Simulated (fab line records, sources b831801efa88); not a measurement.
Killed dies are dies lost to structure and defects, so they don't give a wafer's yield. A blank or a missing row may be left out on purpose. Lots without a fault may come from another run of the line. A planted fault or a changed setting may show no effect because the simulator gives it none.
Chamber matching | flow gf180mcu | GF_PASSIVATION_CVD_02 on pecvd-01: 3 sister chambers
The step deposits Si3N4, target thk 700 nm, time 486.18 s. 3 wafers are shown with their chamber, then 7 later ones without.

WAFERS WITH THEIR CHAMBER
wafer  | chamber | heater_power_w (W)
L518.3 | 0       | 800
L517.1 | 2       | 887
L517.5 | 1       | 916

WAFERS WITHOUT THEIR CHAMBER
wafer  | heater_power_w (W)
L517.6 | 906
L519.1 | 828
L519.2 | 911
L519.4 | 878
L520.3 | 868
L520.4 | 884
L520.6 | 717

WHICH CHAMBER EACH WENT THROUGH
wafer  | from the rows above          | in truth
L517.6 | can't be placed: 1 or 2      | 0
L519.1 | can't be placed: 0 or 2 or 1 | 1
L519.2 | can't be placed: 1 or 2      | 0
L519.4 | can't be placed: 2 or 1      | 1
L520.3 | can't be placed: 2 or 1 or 0 | 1
L520.4 | can't be placed: 2 or 1      | 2
L520.6 | 0                            | 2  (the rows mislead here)
Placed correctly: 0 of 7. Can't be placed from these rows: 6 (the true chamber is among the candidates in 4). Placed wrongly: 1.
How it was worked out, from the rows above alone: a wafer's distance from a chamber is the root of the sum, over the readings, of the square of ((its reading less the chamber's mean) divided by the reading's scatter). The wafer belongs to the nearest chamber; if the next one is less than 2 further off, it can't be placed. A chamber's mean is the mean of its shown wafers. The scatter: with one shown wafer a chamber, the root of the mean of the squares of how far each hidden wafer lies from its nearest shown one.
